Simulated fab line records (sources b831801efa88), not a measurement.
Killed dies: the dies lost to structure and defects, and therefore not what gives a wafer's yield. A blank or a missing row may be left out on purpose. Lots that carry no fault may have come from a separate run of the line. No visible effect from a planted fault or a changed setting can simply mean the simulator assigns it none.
Chamber matching | flow gf180mcu | rieDiel-04 running GF_SAB_ETCH_11: 4 sister chambers
The step etches SiO2 in C4F8/O2/Ar, target depth 55 nm, time 8.5 s. 20 wafers are shown with their chamber, then 10 later ones without.

## WAFERS, EACH WITH ITS CHAMBER
wafer  | chamber | oesProductAu (a.u.)
L075.2 | 0       | 1.015
L075.3 | 3       | 0.999
L075.5 | 1       | 0.997
L077.1 | 3       | 0.987
L077.2 | 1       | 1.004
L077.3 | 2       | 1.013
L077.4 | 0       | 1.022
L077.5 | 1       | 1.004
L077.6 | 0       | 1.011
L078.1 | 0       | 1.013
L078.5 | 2       | 1.005
L078.6 | 1       | 0.997
L079.2 | 3       | 0.994
L079.3 | 1       | 1.013
L079.4 | 2       | 1.009
L084.1 | 2       | 1.023
L084.2 | 1       | 1.009
L084.4 | 0       | 1.000
L087.1 | 0       | 0.994
L087.3 | 3       | 0.979

SIGNATURES, as means of the wafers listed above
reading      | chamber 0 | chamber 1 | chamber 2 | chamber 3 | scatter within a chamber
oesProductAu | 1.00917   | 1.00400   | 1.01250   | 0.98975   | 0.00844
Rule: a wafer lies at a distance from a chamber equal to the root of the sum of squares, over the readings, of (its reading less the chamber's mean, divided by the reading's scatter). If the next closest chamber is less than 2 further off than the closest, the wafer can't be placed; otherwise it belongs to the closest. The scatter is the square root of a quotient: the sum, over the shown wafers, of each reading's squared deviation from its chamber's mean, divided by wafers minus chambers.

## WAFERS MISSING THEIR CHAMBER
wafer  | oesProductAu (a.u.)
L087.4 | 1.002
L090.3 | 1.000
L090.4 | 1.011
L090.5 | 1.010
L091.2 | 0.998
L091.3 | 0.981
L091.6 | 0.999
L094.1 | 0.988
L094.3 | 1.002
L094.5 | 1.000

## CHAMBER TAKEN BY EACH
wafer  | from the rows above               | in truth
L087.4 | can't be placed: 1 or 0 or 2 or 3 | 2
L090.3 | can't be placed: 1 or 0 or 3 or 2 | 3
L090.4 | can't be placed: 2 or 0 or 1      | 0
L090.5 | can't be placed: 0 or 2 or 1      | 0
L091.2 | can't be placed: 1 or 3 or 0 or 2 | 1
L091.3 | can't be placed: 3 or 1           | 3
L091.6 | can't be placed: 1 or 3 or 0 or 2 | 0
L094.1 | can't be placed: 3 or 1           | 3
L094.3 | can't be placed: 1 or 0 or 2 or 3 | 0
L094.5 | can't be placed: 1 or 0 or 3 or 2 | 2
Correctly placed: 0 of 10. Cannot be placed on the basis of these rows: 10; the candidates contain the true chamber in 10. 0 placed wrongly.
